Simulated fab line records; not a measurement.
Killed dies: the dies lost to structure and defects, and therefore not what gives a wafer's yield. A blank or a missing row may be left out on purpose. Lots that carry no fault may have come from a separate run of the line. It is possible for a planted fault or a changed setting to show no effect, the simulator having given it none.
Comparing a struck lot with a sound one    flow gf180mcu    30 steps out of a route of 602
Sound: wafers L625.1, L625.3, L625.6. Struck: wafers L616.2, L616.5. (L616.3 of the same lot was not struck and is left out.) The cause comes at the end.
Each step with rows lists, per side, the tool, then ch with its chambers, then its first start. Under that, the readings that differ: sound wafers    struck wafers    difference of the means    sigmas: that difference in standard deviations of wafers without a fault.
alike: readings with means less than 2 such deviations apart, plus words and numbers identical on both sides. not compared: withheld readings, readings lacking a value on some wafer, bounds such as >300 that could conceal the same value, and numbers that have no deviation in the record and whose values overlap.
Wherever a step has rows on one side only, a row that says differs or no value, or a row with sigmas, the two part there. When numbers do not overlap yet have no deviation, they are printed without sigmas and do not part them. Lack of a reading on every wafer of one side parts them only where that side has two or more wafers.

first, 3 steps without rows for these wafers: GF_PSD_EXPOSE_04 (exposes mask Pplus, target cd 400 nm); GF_PSD_PEB_05; GF_PSD_DEVELOP_06 (develop time 60 s).
GF_PSD_CD_MEAS_07: target cd 400 nm.
  sound on cd sem-01, day 21 08:09; struck on cd sem-01, day 18 04:43
  alike: cd nm
GF_PSD_OVL_MEAS_08:
  sound on overlay-02, day 21 08:16; struck on overlay-01, day 18 04:50
reading       sound           struck   difference  sigmas
PSD_OVL (nm)  -1.1 -3.9 -2.2  0.9 1.7  +3.7        +2
next, for these wafers, 1 step has no rows: GF_PSD_IMPLANT_09.
GF_PSD_STRIP_10: strips in O2/N2.
  sound on plasma asher-04 ch 1, day 21 08:28; struck on plasma asher-04 ch 0, day 18 05:01
reading             sound        struck   difference  sigmas
heater power w (W)  396 383 392  336 338  -53         -2
  alike: drypump motor current A, oes product au, platen temp c, strip time to endpoint s
  not compared: rf hours counter h
GF_PSD_TW_MEAS_11:
  sound on film metro-03, day 21 08:34; struck on film metro-03, day 18 05:07
  alike: PSD_TW
then, 1 step without rows for these wafers: GF_PSD_CLEAN_12 (cleans in SC1/SC2, time 150 s).
GF_PSD_RTA_13: time 20 s.
  sound on rtp anneal-01 ch 0, day 21 08:40; struck on rtp anneal-02 ch 0, day 18 05:14
reading             sound           struck     difference  sigmas
lamp power pct (%)  32.1 32.2 32.2  28.8 28.7  -3.4        -2
  alike: chamber o2 ppm, wafer_temp_C_max
GF_PSD_RS_MEAS_14: uses a four-point probe to measure.
  sound on film metro-01, day 21 08:45; struck on film metro-04, day 18 05:19
  alike: NSD_RS
GF_PSD_RS_MEAS_15: uses a four-point probe to measure.
  sound on film metro-01, day 21 08:52; struck on film metro-04, day 18 05:26
  alike: PSD_RS
GF_SAB_CVD_00: deposits SiO2 from TEOS, target thk 50 nm, time 4.9302 s.
  sound on pecvd-04 ch 0,2, day 21 08:59; struck on pecvd-03 ch 2, day 18 05:32
reading                               sound              struck      difference  sigmas
model.SiO2_of_SAB_CVD_00.thk nm (nm)  49.88 50.79 50.59  44.63 46.4  -4.91       
  alike: heater power w
GF_SAB_THK_MEAS_01:
  sound on film metro-03, day 21 09:01; struck on film metro-01, day 18 05:34
reading              sound           struck     difference  sigmas
SAB_CVD_00_THK (nm)  49.8 50.8 50.7  44.7 46.3  -4.9        -7
then, 7 steps without rows for these wafers: GF_SAB_DEHYDRATE_02 (time 60 s); GF_SAB_HMDS_03 (prime time 60 s); GF_SAB_COAT_04 (resist thk 1000 nm); GF_SAB_SOFTBAKE_05 (time 60 s); GF_SAB_EXPOSE_06 (exposes mask SAB, target cd 420 nm); GF_SAB_PEB_07; GF_SAB_DEVELOP_08 (develop time 60 s).
GF_SAB_CD_MEAS_09: target cd 420 nm.
  sound on cd sem-01, day 22 07:45; struck on cd sem-01, day 19 05:07
  alike: cd nm
GF_SAB_OVL_MEAS_10:
  sound on overlay-02, day 22 07:52; struck on overlay-01, day 19 05:14
  alike: SAB_OVL
GF_SAB_ETCH_11: etches SiO2 in C4F8/O2/Ar, target depth 55 nm, time 8.5 s.
  sound on rie diel-01 ch 1,2,3, day 22 07:55; struck on rie diel-03 ch 1, day 19 05:16
  alike: bias w, oes product au
  not compared: rf hours counter h
then, 1 step without rows for these wafers: GF_SAB_WET_ETCH_12 (etches SiO2 in dHF, target depth 22 nm, time 440 s).
GF_SAB_STRIP_13: strips in O2/N2.
  sound on plasma asher-01 ch 0,1, day 22 08:04; struck on plasma asher-01 ch 1, day 19 05:25
  alike: drypump motor current A, heater power w, oes product au, platen temp c, strip time to endpoint s
  not compared: rf hours counter h
then, 1 step without rows for these wafers: GF_SALICIDE_CLEAN_00 (cleans in SC1/SC2, time 150 s).
GF_SALICIDE_WET_ETCH_01: etches SiO2 in dHF, target depth 5 nm, time 100 s.
  sound on wet bench-03 ch 1, day 22 08:13; struck on wet bench-03 ch 1, day 19 05:34
reading                               sound              struck      difference  sigmas
model.SiO2_of_SAB_CVD_00.thk nm (nm)  39.35 40.22 40.09  33.89 35.7  -5.09       
GF_SALICIDE_SPUTTER_02: material Co, target thk 10 nm, time 20 s.
  sound on pvd sputter-04, day 22 08:15; struck on pvd sputter-04, day 19 05:37
  alike: throttle valve pct
-- the record jumps here: 13 days lie between the struck wafers' starts before and after (it left off in module SALICIDE and takes up again in module PASSIVATION, whose first step shown is number 602 of the route) --
GF_PASSIVATION_PROBE_99:
  only the struck wafers here have rows in the record (prober-02, day 32 06:46); the sound ones have none

== WHERE THEY PART ==
Earliest at GF_PSD_OVL_MEAS_08; latest, in this record, at GF_PASSIVATION_PROBE_99.

WHY: whatever the simulator had introduced
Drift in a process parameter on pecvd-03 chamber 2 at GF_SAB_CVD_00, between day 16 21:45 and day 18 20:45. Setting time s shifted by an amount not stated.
